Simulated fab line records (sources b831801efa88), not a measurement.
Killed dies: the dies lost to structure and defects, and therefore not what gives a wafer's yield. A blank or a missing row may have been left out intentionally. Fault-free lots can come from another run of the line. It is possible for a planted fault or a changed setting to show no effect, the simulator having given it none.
A struck lot beside a sound one    flow gf180mcu    28 out of 602 route steps
Sound: the wafers L400.1, L400.4, L400.5. The struck wafers were L398.1, L398.2, L398.4. The cause is named last.
For every step that has rows: the tool of each side, followed by ch and its chambers, followed by its first start. Under that, the readings that differ: sound wafers    struck wafers    difference of the means    sigmas: that difference in standard deviations of wafers without a fault.
alike: words and numbers the same on both sides, and readings whose means are apart by under 2 such deviations; not compared: readings that were withheld, readings missing a value for some wafer, numbers with overlapping values and no deviation given by the record, and bounds like >300 which may hide the same value.
The two part at a step that has a row with sigmas, a row that says differs or no value, or rows on one side only. When numbers do not overlap yet have no deviation, they are printed without sigmas and do not part them. Lack of a reading on every wafer of one side parts them only where that side has two or more wafers.

GF_STI_BOW_MEAS_00:
  sound on film metro-01 at day 4 13:00; struck on film metro-02 at day 4 03:00
  alike: INCOMING_BOW
then, 1 step without rows for these wafers: GF_STI_OXIDATION_01 (stabilise 600 s, purge 300 s, target thk 10 nm).
GF_STI_THK_MEAS_02:
  sound on film metro-02 at day 4 14:52; struck on film metro-01 at day 4 05:49
  alike: STI_OXIDATION_THK
GF_STI_CVD_03: deposits Si3N4 from DCS/NH3, target thk 207.16 nm, time 3551 s.
  sound on lpcvd-01 ch 0, day 4 14:56; struck on lpcvd-02 ch 1, day 4 05:53
  no value came back on the struck wafers for pressure mtorr (mTorr), spike tc bottom C (C), spike tc lower C (C), zone power bottom pct (%); on the sound wafers pressure mtorr (mTorr) reads 250.4 250.1 250.3
then, 7 steps without rows for these wafers: GF_STI_DEHYDRATE_05 (time 60 s); GF_STI_HMDS_06 (prime time 60 s); GF_STI_COAT_07 (resist thk 700 nm); GF_STI_SOFTBAKE_08 (time 60 s); GF_STI_EXPOSE_09 (exposes mask COMP, target cd 220 nm); GF_STI_PEB_10 (peb time 90 s); GF_STI_DEVELOP_11 (develop time 60 s).
GF_STI_CD_MEAS_12: the cd target is 220 nm.
  sound on cd sem-02 at day 5 06:19; struck on cd sem-02 at day 4 21:28
  alike: cd nm
GF_STI_ETCH_13: etches the open film in CHF3/O2, stops on Si, target depth 282.31 nm, time 112.9 s.
  sound on rie diel-03 ch 0,2, day 5 06:26; struck on rie diel-04 ch 1,2,3, day 4 21:35
reading                   sound            struck             difference  sigmas
model.etch.depth nm (nm)  206.4 209.2 208  217.2 217.2 217.2  +9.3        
  alike: drypump motor current A, oes product au, throttle valve pct
  not compared: rf hours counter h
GF_STI_ETCH_14: etches Si in HBr/Cl2/O2, target depth 360 nm, time 102.9 s.
  sound on rie si-02 ch 0,1,2, day 5 06:31; struck on rie si-01 ch 1,2,3, day 4 21:40
  alike: drypump motor current A, he backside leak sccm, oes product au, throttle valve pct
  not compared: rf hours counter h
GF_STI_STRIP_15: strips in O2/N2.
  sound on plasma asher-04 ch 0,1, day 5 06:35; struck on plasma asher-04 ch 0,1, day 4 21:45
reading                sound              struck             difference  sigmas
oes product au (a.u.)  0.387 0.390 0.389  0.376 0.382 0.375  -0.011      -2
  alike: drypump motor current A, heater power w, strip time to endpoint s
  not compared: rf hours counter h
then, 5 steps without rows for these wafers: GF_STI_CLEAN_16 (cleans in dHF, time 25 s); GF_STI_WET_ETCH_17 (etches Si3N4 in H3PO4, target depth 45 nm, time 514 s); GF_STI_CLEAN_18 (cleans in SC1/SC2, time 150 s); GF_STI_CLEAN_19 (cleans in dHF, time 20 s); GF_STI_WET_ETCH_20 (etches SiO2 in dHF, target depth 20 nm, time 400 s).
GF_STI_OXIDATION_21: stabilise 600 s, purge 300 s, target thk 15 nm.
  sound on furnace-01 ch 0, day 5 10:59; struck on furnace-02 ch 0, day 4 22:12
reading                                     sound              struck            difference  sigmas
model.SiO2_of_STI_OXIDATION_01.thk nm (nm)  9.884 9.833 9.792  14.9 15.12 15.06  +5.2        
  alike: ox temp c, spike tc bottom C, spike tc lower C, tube center temp C, zone power bottom pct
GF_STI_THK_MEAS_22:
  sound on film metro-01 at day 5 12:06; struck on film metro-01 at day 4 23:20
reading                    sound              struck  difference                     sigmas
STI_OXIDATION_01_THK (nm)  15.54 15.54 15.22  - - -   no value on the struck wafers  
then, 1 step without rows for these wafers: GF_STI_CVD_23 (deposits SiO2, target thk 650 nm, time 108.3 s).
GF_STI_CMP_25: polishes, stops on Si3N4, t overpolish 33 s, target thk 524.6 nm.
  sound on cmp-01 ch 0,2,3, day 5 12:24; struck on cmp-01 ch 1,2,3, day 4 23:34
  alike: motor current A, retaining ring pressure frac
then, 1 step without rows for these wafers: GF_STI_WET_ETCH_26 (etches SiO2 in dHF, target depth 94 nm, time 188 s).
GF_STI_WET_ETCH_27: etches Si3N4 in H3PO4, target depth 160 nm, time 1825 s.
  sound on wet bench-01 ch 3, day 5 12:40; struck on wet bench-03 ch 0, day 4 23:53
reading                                     sound              struck             difference  sigmas
model.SiO2_of_STI_OXIDATION_01.thk nm (nm)  9.813 9.763 9.721  14.83 15.05 14.99  +5.19       
then, 1 step without rows for these wafers: GF_STI_WET_ETCH_28 (etches SiO2 in dHF, target depth 20 nm, time 40 s).
-- the record jumps here: 28 days lie between the struck wafers' starts before and after (it left off in module STI and takes up again in module PASSIVATION, whose first step shown is number 602 of the route) --
GF_PASSIVATION_PROBE_99:
  only the struck wafers here have rows in the record (prober-02, day 32 12:48); the sound ones have none

== WHERE THEY PART ==
At GF_STI_CVD_03 first; at GF_PASSIVATION_PROBE_99 last (within this record only).

WHY: what had been put in by the simulator
At GF_STI_CVD_03, the step was skipped entirely on lpcvd-02 from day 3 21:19 on. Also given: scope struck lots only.
